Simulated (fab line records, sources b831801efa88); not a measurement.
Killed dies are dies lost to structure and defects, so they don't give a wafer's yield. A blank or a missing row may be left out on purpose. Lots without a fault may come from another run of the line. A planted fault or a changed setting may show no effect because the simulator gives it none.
Which tool did it? | flow gf180mcu | 24 lots, 72 wafers sampled, at 5 steps of a route of 602

WHAT THE GAUGES READ, wafer by wafer
GF_V4_THK_MEAS_03.
lot  | measured     | on            | V4_CVD_02_THK (nm)
L074 | day 23 16:27 | film_metro-04 | 838 858 865
L075 | day 24 04:23 | film_metro-02 | 855 863 858
L076 | day 24 16:47 | film_metro-01 | 844 847 867
L077 | day 25 04:40 | film_metro-04 | 856 865 861
L078 | day 25 06:14 | film_metro-04 | 828 843 856
L079 | day 25 10:20 | film_metro-04 | 848 863 856
L080 | day 25 19:08 | film_metro-02 | 829 858 852
L082 | day 26 05:55 | film_metro-02 | 863 860 873
L081 | day 26 06:03 | film_metro-04 | 843 840 870
L084 | day 26 23:10 | film_metro-01 | 865 855 870
L083 | day 27 01:23 | film_metro-02 | 842 863 861
L085 | day 27 07:07 | film_metro-01 | 846 843 861
L086 | day 27 17:21 | film_metro-02 | 845 851 850
L087 | day 27 19:11 | film_metro-02 | 859 852 860
L088 | day 28 02:33 | film_metro-02 | 842 850 857
L089 | day 28 10:11 | film_metro-04 | 842 867 851
L090 | day 28 21:13 | film_metro-02 | 862 865 860
L091 | day 29 02:27 | film_metro-02 | 840 866 850
L092 | day 29 03:41 | film_metro-02 | 841 856 869
L093 | day 29 13:48 | film_metro-04 | 855 848 842
L094 | day 29 21:42 | film_metro-02 | 833 851 844
L095 | day 29 21:44 | film_metro-04 | 845 848 845
L096 | day 30 00:48 | film_metro-02 | 846 841 852
L097 | day 30 02:02 | film_metro-01 | 850 851 861

WHICH TOOL RAN EACH LOT (tool, then ch and the chambers of the sampled wafers, then the start)
lot  | GF_POLY_GATE_ETCH_12               | GF_M2_STRIP_17                       | GF_V2_ETCH_17                                 | GF_V3_ETCH_17
L074 | rie_diel-01 ch 1,3, day 9 09:22    | plasma_asher-01 ch 0,1, day 19 11:38 | rie_diel-03 ch 0,1, day 23 16:27 or earlier   | rie_diel-02 ch 0,1,3, day 23 16:27 or earlier
L075 | rie_diel-02 ch 0,3, day 9 18:59    | plasma_asher-01 ch 0,1, day 20 01:35 | rie_diel-03 ch 0,1,2, day 24 04:23 or earlier | rie_diel-02 ch 0,1,3, day 24 04:23 or earlier
L076 | rie_diel-04 ch 0,2,3, day 10 02:07 | plasma_asher-01 ch 0,1, day 20 13:54 | rie_diel-03 ch 1,2,3, day 24 16:47 or earlier | rie_diel-02 ch 0,1,3, day 24 16:47 or earlier
L077 | rie_diel-01 ch 1,2,3, day 10 11:38 | plasma_asher-01 ch 0,1, day 21 02:50 | rie_diel-04 ch 0,1, day 25 04:40 or earlier   | rie_diel-04 ch 0,2,3, day 25 04:40 or earlier
L078 | rie_diel-04 ch 0,1,3, day 10 12:17 | plasma_asher-01 ch 0,1, day 21 04:23 | rie_diel-03 ch 1,2,3, day 25 06:14 or earlier | rie_diel-02 ch 1,2,3, day 25 06:14 or earlier
L079 | rie_diel-01 ch 0,1,3, day 10 20:43 | plasma_asher-01 ch 0,1, day 21 08:59 | rie_diel-01 ch 0,1,3, day 25 10:20 or earlier | rie_diel-03 ch 0,1,2, day 25 10:20 or earlier
L080 | rie_diel-02 ch 2,3, day 11 07:20   | plasma_asher-04 ch 0,1, day 21 19:40 | rie_diel-04 ch 0,2,3, day 25 19:08 or earlier | rie_diel-03 ch 0,1,2, day 25 19:08 or earlier
L082 | rie_diel-01 ch 0,3, day 11 13:50   | plasma_asher-03 ch 0,1, day 22 06:40 | rie_diel-03 ch 0,3, day 26 05:55 or earlier   | rie_diel-04 ch 1,2,3, day 26 05:55 or earlier
L081 | rie_diel-02 ch 1,3, day 11 13:58   | plasma_asher-04 ch 0,1, day 22 07:19 | rie_diel-04 ch 1,3, day 26 06:03 or earlier   | rie_diel-03 ch 0,1,2, day 26 06:03 or earlier
L084 | rie_diel-02 ch 0,1,2, day 12 01:49 | plasma_asher-04 ch 0,1, day 23 02:16 | rie_diel-03 ch 0,1,2, day 26 23:10 or earlier | rie_diel-04 ch 0,1, day 26 23:10 or earlier
L083 | rie_diel-04 ch 0,1,2, day 12 02:02 | plasma_asher-04 ch 0,1, day 23 02:25 | rie_diel-01 ch 0,1,2, day 27 01:23 or earlier | rie_diel-02 ch 0,2,3, day 27 01:23 or earlier
L085 | rie_diel-02 ch 0,1,2, day 12 09:14 | plasma_asher-04 ch 1, day 23 11:46   | rie_diel-04 ch 0,1,3, day 27 07:07 or earlier | rie_diel-02 ch 0,2, day 27 07:07 or earlier
L086 | rie_diel-02 ch 0,2,3, day 12 18:14 | plasma_asher-01 ch 0,1, day 23 21:37 | rie_diel-04 ch 1,2,3, day 27 17:21 or earlier | rie_diel-02 ch 0,1,3, day 27 17:21 or earlier
L087 | rie_diel-04 ch 1,2,3, day 12 22:08 | plasma_asher-03 ch 0,1, day 24 00:28 | rie_diel-03 ch 1,2, day 27 19:11 or earlier   | rie_diel-03 ch 0,1,3, day 27 19:11 or earlier
L088 | rie_diel-01 ch 1,2, day 13 07:02   | plasma_asher-04 ch 0,1, day 24 08:07 | rie_diel-04 ch 1,2, day 28 02:33 or earlier   | rie_diel-03 ch 0,1,2, day 28 02:33 or earlier
L089 | rie_diel-04 ch 0,3, day 13 16:29   | plasma_asher-03 ch 0,1, day 24 17:43 | rie_diel-01 ch 0,2,3, day 28 10:11 or earlier | rie_diel-04 ch 2,3, day 28 10:11 or earlier
L090 | rie_diel-01 ch 1,2,3, day 14 02:55 | plasma_asher-01 ch 0,1, day 25 04:52 | rie_diel-01 ch 0,3, day 28 21:13 or earlier   | rie_diel-03 ch 1,2,3, day 28 21:13 or earlier
L091 | rie_diel-02 ch 1,3, day 14 09:14   | plasma_asher-04 ch 0,1, day 25 10:05 | rie_diel-01 ch 1,3, day 29 02:27 or earlier   | rie_diel-02 ch 0,1,3, day 29 02:27 or earlier
L092 | rie_diel-04 ch 1,2, day 14 09:29   | plasma_asher-01 ch 0,1, day 25 11:55 | rie_diel-03 ch 1,2, day 29 03:41 or earlier   | rie_diel-03 ch 0,1,2, day 29 03:41 or earlier
L093 | rie_diel-02 ch 2,3, day 14 20:35   | plasma_asher-01 ch 0,1, day 25 23:38 | rie_diel-04 ch 0,3, day 29 13:48 or earlier   | rie_diel-02 ch 2,3, day 29 13:48 or earlier
L094 | rie_diel-01 ch 1,2, day 15 04:53   | plasma_asher-04 ch 0,1, day 26 06:56 | rie_diel-04 ch 0,2,3, day 29 21:42 or earlier | rie_diel-02 ch 1,2, day 29 21:42 or earlier
L095 | rie_diel-01 ch 0,2,3, day 15 07:11 | plasma_asher-04 ch 0,1, day 26 08:13 | rie_diel-03 ch 0,1,2, day 29 21:44 or earlier | rie_diel-03 ch 0,3, day 29 21:44 or earlier
L096 | rie_diel-04 ch 0,3, day 15 13:14   | plasma_asher-04 ch 0,1, day 26 11:52 | rie_diel-04 ch 0,1,3, day 30 00:48 or earlier | rie_diel-02 ch 0,3, day 30 00:48 or earlier
L097 | rie_diel-04 ch 1,2, day 15 16:20   | plasma_asher-03 ch 0,1, day 26 13:01 | rie_diel-01 ch 0,1, day 30 02:02 or earlier   | rie_diel-03 ch 1,3, day 30 02:02 or earlier
- GF_POLY_GATE_ETCH_12: etches BARC in N2/H2.
- GF_M2_STRIP_17: strips in O2/N2.
- GF_V2_ETCH_17: etches SiO2 in C4F8/O2/Ar, stops on TiN, target depth 630 nm.
- GF_V3_ETCH_17: etches SiO2 in C4F8/O2/Ar, stops on TiN, target depth 635 nm.

WHAT THE TOOLS THEMSELVES READ (means of the sampled wafers that have a number; where no wafer has one, the mark that the record gives instead)
GF_POLY_GATE_ETCH_12.
lot  | tool        | drypump_motor_current_A (A) | oes_product_au (a.u.) | throttle_valve_pct (%)
L074 | rie_diel-01 | 5.1                         | 0.731                 | 13.217
L075 | rie_diel-02 | 5.0                         | 0.735                 | 13.209
L076 | rie_diel-04 | 5.4                         | 0.740                 | 13.221
L077 | rie_diel-01 | 5.3                         | 0.735                 | 13.215
L078 | rie_diel-04 | 5.7                         | 0.739                 | 13.220
L079 | rie_diel-01 | 5.4                         | 0.736                 | 13.221
L080 | rie_diel-02 | 5.5                         | 0.741                 | 13.216
L082 | rie_diel-01 | 5.5                         | 0.739                 | 13.219
L081 | rie_diel-02 | 5.5                         | 0.741                 | 13.225
L084 | rie_diel-02 | 5.5                         | 0.738                 | 13.217
L083 | rie_diel-04 | 5.6                         | 0.732                 | 13.216
L085 | rie_diel-02 | 5.5                         | 0.736                 | 13.219
L086 | rie_diel-02 | 5.2                         | 0.734                 | 13.211
L087 | rie_diel-04 | 5.4                         | 0.731                 | 13.206
L088 | rie_diel-01 | 5.2                         | 0.731                 | 13.220
L089 | rie_diel-04 | 5.7                         | 0.732                 | 13.207
L090 | rie_diel-01 | 5.3                         | 0.734                 | 13.219
L091 | rie_diel-02 | 5.7                         | 0.732                 | 13.217
L092 | rie_diel-04 | 5.6                         | 0.733                 | 13.217
L093 | rie_diel-02 | 5.5                         | 0.731                 | 13.215
L094 | rie_diel-01 | 5.4                         | 0.739                 | 13.222
L095 | rie_diel-01 | 5.7                         | 0.733                 | 13.214
L096 | rie_diel-04 | 5.5                         | 0.737                 | 13.205
L097 | rie_diel-04 | 5.6                         | 0.732                 | 13.211

GF_M2_STRIP_17.
lot  | tool            | drypump_motor_current_A (A) | heater_power_w (W) | oes_product_au (a.u.) | strip_time_to_endpoint_s (s)
L074 | plasma_asher-01 | 5.52                        | 340                | 0.537                 | 7.33
L075 | plasma_asher-01 | 5.54                        | 344                | 0.535                 | 7.40
L076 | plasma_asher-01 | 5.52                        | 338                | 0.537                 | 7.33
L077 | plasma_asher-01 | 5.52                        | 344                | 0.543                 | 7.49
L078 | plasma_asher-01 | 5.65                        | 350                | 0.540                 | 7.46
L079 | plasma_asher-01 | 5.65                        | 351                | 0.536                 | 7.49
L080 | plasma_asher-04 | 5.53                        | 321                | 0.539                 | 7.42
L082 | plasma_asher-03 | 6.13                        | 395                | 0.537                 | 7.41
L081 | plasma_asher-04 | 5.50                        | 325                | 0.536                 | 7.38
L084 | plasma_asher-04 | 5.60                        | 341                | 0.535                 | 7.28
L083 | plasma_asher-04 | 5.50                        | 323                | 0.544                 | 7.44
L085 | plasma_asher-04 | 5.40                        | 302                | 0.537                 | 7.44
L086 | plasma_asher-01 | 5.52                        | 341                | 0.542                 | 7.44
L087 | plasma_asher-03 | 6.13                        | 392                | 0.534                 | 7.38
L088 | plasma_asher-04 | 5.62                        | 351                | 0.535                 | 7.34
L089 | plasma_asher-03 | 5.85                        | 403                | 0.540                 | 7.43
L090 | plasma_asher-01 | 5.66                        | 356                | 0.539                 | 7.40
L091 | plasma_asher-04 | 5.50                        | 326                | 0.538                 | 7.42
L092 | plasma_asher-01 | 5.66                        | 356                | 0.540                 | 7.39
L093 | plasma_asher-01 | 5.53                        | 339                | 0.532                 | 7.38
L094 | plasma_asher-04 | 5.59                        | 348                | 0.539                 | 7.42
L095 | plasma_asher-04 | 5.49                        | 326                | 0.537                 | 7.38
L096 | plasma_asher-04 | 5.59                        | 348                | 0.542                 | 7.49
L097 | plasma_asher-03 | 5.85                        | 392                | 0.537                 | 7.46

GF_V2_ETCH_17.
lot  | tool        | oes_product_au (a.u.)
L074 | rie_diel-03 | 0.854
L075 | rie_diel-03 | 0.854
L076 | rie_diel-03 | 0.855
L077 | rie_diel-04 | 0.850
L078 | rie_diel-03 | 0.860
L079 | rie_diel-01 | 0.856
L080 | rie_diel-04 | 0.854
L082 | rie_diel-03 | 0.861
L081 | rie_diel-04 | 0.858
L084 | rie_diel-03 | 0.856
L083 | rie_diel-01 | 0.849
L085 | rie_diel-04 | 0.855
L086 | rie_diel-04 | 0.855
L087 | rie_diel-03 | 0.850
L088 | rie_diel-04 | 0.855
L089 | rie_diel-01 | 0.859
L090 | rie_diel-01 | 0.855
L091 | rie_diel-01 | 0.857
L092 | rie_diel-03 | 0.858
L093 | rie_diel-04 | 0.857
L094 | rie_diel-04 | 0.856
L095 | rie_diel-03 | 0.862
L096 | rie_diel-04 | 0.857
L097 | rie_diel-01 | 0.859

GF_V3_ETCH_17.
lot  | tool        | oes_product_au (a.u.)
L074 | rie_diel-02 | 0.857
L075 | rie_diel-02 | 0.856
L076 | rie_diel-02 | 0.855
L077 | rie_diel-04 | 0.854
L078 | rie_diel-02 | 0.862
L079 | rie_diel-03 | 0.857
L080 | rie_diel-03 | 0.855
L082 | rie_diel-04 | 0.854
L081 | rie_diel-03 | 0.857
L084 | rie_diel-04 | 0.862
L083 | rie_diel-02 | 0.858
L085 | rie_diel-02 | 0.860
L086 | rie_diel-02 | 0.855
L087 | rie_diel-03 | 0.857
L088 | rie_diel-03 | 0.856
L089 | rie_diel-04 | 0.851
L090 | rie_diel-03 | 0.857
L091 | rie_diel-02 | 0.859
L092 | rie_diel-03 | 0.855
L093 | rie_diel-02 | 0.855
L094 | rie_diel-02 | 0.852
L095 | rie_diel-03 | 0.856
L096 | rie_diel-02 | 0.856
L097 | rie_diel-03 | 0.858

THE ANSWER, worked out from the rows above alone
Rule: what is usual is taken from the lots themselves. Put in order of their means at a reading, lots are off if they are a third of the lots or fewer, leave a main group of 4 or more, and stand apart from it by a gap of 3 or more times the standard deviation of the main group's means; of several such gaps the widest counts. A main group whose means are all the same, to the digits that the tables above print for the reading, isn't used. A lot without any number at a reading at which 4 lots or more have one is off too. The other lots that the step has rows for count as sound. The gauges are gone through in route order, then the tools' own readings, and for those a lot's mean is taken as printed above. The first step at which some lot is off is used, and at that step the reading that is off furthest; a lot without a number counts as furthest.
No lot is off at any reading shown: from this, nothing can be told.

WHAT THE SIMULATOR HAD PUT IN
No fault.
